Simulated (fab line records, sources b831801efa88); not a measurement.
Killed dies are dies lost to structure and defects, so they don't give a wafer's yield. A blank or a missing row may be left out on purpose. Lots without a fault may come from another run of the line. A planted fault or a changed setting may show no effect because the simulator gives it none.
Chamber matching | flow gf180mcu | GF_CONTACT_CMP_27 on cmp-02: 4 sister chambers
The step polishes, stops on SiO2, t overpolish 15 s, target thk 0 nm. 4 wafers are shown with their chamber, then 8 later ones without.

WAFERS WITH THEIR CHAMBER
wafer  | chamber | motor_current_A (A)
L395.3 | 0       | 13.8
L395.4 | 3       | 11.0
L395.6 | 1       | 9.8
L397.1 | 2       | 10.6

WAFERS WITHOUT THEIR CHAMBER
wafer  | motor_current_A (A)
L397.2 | 9.6
L397.3 | 13.9
L408.1 | 9.5
L408.2 | 10.3
L408.6 | 9.4
L413.2 | 10.8
L413.3 | 10.5
L413.6 | 10.9

WHICH CHAMBER EACH WENT THROUGH
wafer  | from the rows above          | in truth
L397.2 | 1                            | 1
L397.3 | 0                            | 0
L408.1 | 1                            | 1
L408.2 | can't be placed: 2 or 1 or 3 | 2
L408.6 | 1                            | 1
L413.2 | can't be placed: 3 or 2      | 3
L413.3 | can't be placed: 2 or 3      | 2
L413.6 | can't be placed: 3 or 2      | 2
Placed correctly: 4 of 8. Can't be placed from these rows: 4 (the true chamber is among the candidates in 4). Placed wrongly: 0.
How it was worked out, from the rows above alone: a wafer's distance from a chamber is the root of the sum, over the readings, of the square of ((its reading less the chamber's mean) divided by the reading's scatter). The wafer belongs to the nearest chamber; if the next one is less than 2 further off, it can't be placed. A chamber's mean is the mean of its shown wafers. The scatter: with one shown wafer a chamber, the root of the mean of the squares of how far each hidden wafer lies from its nearest shown one.
